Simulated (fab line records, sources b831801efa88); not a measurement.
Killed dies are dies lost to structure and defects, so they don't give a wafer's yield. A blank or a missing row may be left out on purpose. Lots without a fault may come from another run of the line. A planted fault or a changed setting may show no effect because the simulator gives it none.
Chamber matching | flow gf180mcu | GF_V2_CVD_02 on pecvd-04: 3 sister chambers
The step deposits SiO2 from TEOS, target thk 850 nm, time 94.851 s. 6 wafers are shown with their chamber, then 10 later ones without.

WAFERS WITH THEIR CHAMBER
wafer  | chamber | heater_power_w (W) | susceptor_temp_C (C)
L078.2 | 2       | 587                | 400.03
L085.1 | 1       | 700                | 399.95
L085.4 | 1       | 530                | 399.98
L085.6 | 0       | 621                | 400.01
L088.3 | 0       | 701                | 400.11
L088.4 | 2       | 619                | 400.11

WAFERS WITHOUT THEIR CHAMBER
wafer  | heater_power_w (W) | susceptor_temp_C (C)
L088.6 | 615                | 400.36
L089.2 | 552                | 400.38
L089.5 | 567                | 400.22
L089.6 | 671                | 399.81
L094.3 | 585                | 399.93
L094.4 | 657                | 400.04
L094.5 | 551                | 399.68
L095.2 | 673                | 399.87
L095.3 | 636                | 400.08
L095.4 | 523                | 400.01

WHICH CHAMBER EACH WENT THROUGH
wafer  | from the rows above          | in truth
L088.6 | can't be placed: 2 or 0 or 1 | 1
L089.2 | can't be placed: 2 or 0 or 1 | 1
L089.5 | can't be placed: 2 or 0 or 1 | 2
L089.6 | can't be placed: 1 or 0 or 2 | 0
L094.3 | can't be placed: 1 or 0 or 2 | 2
L094.4 | can't be placed: 0 or 2 or 1 | 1
L094.5 | can't be placed: 1 or 0 or 2 | 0
L095.2 | can't be placed: 1 or 0 or 2 | 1
L095.3 | can't be placed: 2 or 0 or 1 | 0
L095.4 | can't be placed: 1 or 2 or 0 | 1
Placed correctly: 0 of 10. Can't be placed from these rows: 10 (the true chamber is among the candidates in 10). Placed wrongly: 0.
How it was worked out, from the rows above alone: a wafer's distance from a chamber is the root of the sum, over the readings, of the square of ((its reading less the chamber's mean) divided by the reading's scatter). The wafer belongs to the nearest chamber; if the next one is less than 2 further off, it can't be placed. A chamber's mean is the mean of its shown wafers. The scatter: the root of (the sum of the squares of (reading less its chamber's mean) over the shown wafers, divided by (wafers less chambers)).
